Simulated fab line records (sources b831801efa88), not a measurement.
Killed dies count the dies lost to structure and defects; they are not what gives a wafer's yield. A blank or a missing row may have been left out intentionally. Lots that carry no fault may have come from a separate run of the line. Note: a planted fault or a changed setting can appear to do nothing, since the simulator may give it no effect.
What tool caused it?    flow sky130    Sampling: 14 lots, 39 wafers, 2 of 708 route steps

WHAT THE GAUGES READ, wafer by wafer
SKY_METAL3_CD_MEAS_13 targets a cd of 300 nm. Usual: 300.3 nm for cd nm, sd 1.4.
lot   measured      on         cd nm (nm)         flag
L866  day 39 06:51  cd sem-02  300.8 300.4 300.5  
L867  day 39 19:39  cd sem-02  301.1 300.7 301.6  
L869  day 39 23:08  cd sem-01  299.6 298.6 299.4  
L872  day 40 14:35  cd sem-01  302.3 302.1        
L875  day 41 10:58  cd sem-01  300.4 299.6 299.1  
L874  day 41 13:56  cd sem-02  300.9 301.7        
L876  day 41 20:02  cd sem-02  301.5 302.4 300.7  
L878  day 42 13:49  cd sem-01  301.8 300.5 300.8  
L879  day 42 23:43  cd sem-01  301.7 302.5 302.1  
L880  day 43 06:02  cd sem-01  299.7 300.6 300.9  
L881  day 43 08:53  cd sem-02  301.3 300.7 301.6  
L882  day 43 10:12  cd sem-02  300.7 300.9 301.6  
L887  day 44 22:01  cd sem-02  298.9 299.3 298.6  
L889  day 45 03:10  cd sem-02  300.7 301.9        

EACH LOT AND THE TOOL THAT RAN IT (in order: tool; ch and the chambers of the sampled wafers; start)
lot   SKY_CAPM_SPUTTER_02
L866  pvd sputter-02, day 37 02:53
L867  pvd sputter-01, day 37 15:34
L869  pvd sputter-01, day 37 19:33
L872  pvd sputter-01, day 38 11:46
L875  pvd sputter-01, day 39 09:47
L874  pvd sputter-01, day 39 12:00
L876  pvd sputter-01, day 39 19:17
L878  pvd sputter-03, day 40 14:05
L879  pvd sputter-03, day 40 23:40
L880  pvd sputter-01, day 41 06:22
L881  pvd sputter-02, day 41 09:47
L882  pvd sputter-03, day 41 11:17
L887  pvd sputter-02, day 43 00:20
L889  pvd sputter-01, day 43 06:12
- SKY_CAPM_SPUTTER_02: material TiN, target thk 200 nm, time 169.9 s.

WHAT THE TOOLS THEMSELVES READ (means of the sampled wafers that have a number; where no wafer has one, the mark that the record gives instead)
SKY_CAPM_SPUTTER_02. Usual: 29.9 % for throttle valve pct, sd 1.1.
lot   tool            throttle valve pct (%)  flag
L866  pvd sputter-02  29.5                    
L867  pvd sputter-01  30.2                    
L869  pvd sputter-01  30.5                    
L872  pvd sputter-01  30.3                    
L875  pvd sputter-01  29.7                    
L874  pvd sputter-01  29.8                    
L876  pvd sputter-01  30.3                    
L878  pvd sputter-03  29.9                    
L879  pvd sputter-03  29.7                    
L880  pvd sputter-01  29.6                    
L881  pvd sputter-02  29.6                    
L882  pvd sputter-03  28.1                    
L887  pvd sputter-02  29.4                    
L889  pvd sputter-01  30.6                    

THE ANSWER, worked out from the rows above alone
Rule: take the mean of a lot's wafers that have a number; if it is more than 3 standard deviations from the usual mean, the lot is off. A lot without any number at a reading at which 4 lots or more have one is off too. Any other lot the step has rows for is counted as sound. After the gauges, taken in route order, come the tools' own readings; for these a lot's mean is taken, as printed above. At the first step where some lot is off, the reading lying furthest off is the one used; lots without a number count as furthest.
None of the lots is off at any reading shown; this tells nothing.

WHAT HAD BEEN PUT IN BY THE SIMULATOR
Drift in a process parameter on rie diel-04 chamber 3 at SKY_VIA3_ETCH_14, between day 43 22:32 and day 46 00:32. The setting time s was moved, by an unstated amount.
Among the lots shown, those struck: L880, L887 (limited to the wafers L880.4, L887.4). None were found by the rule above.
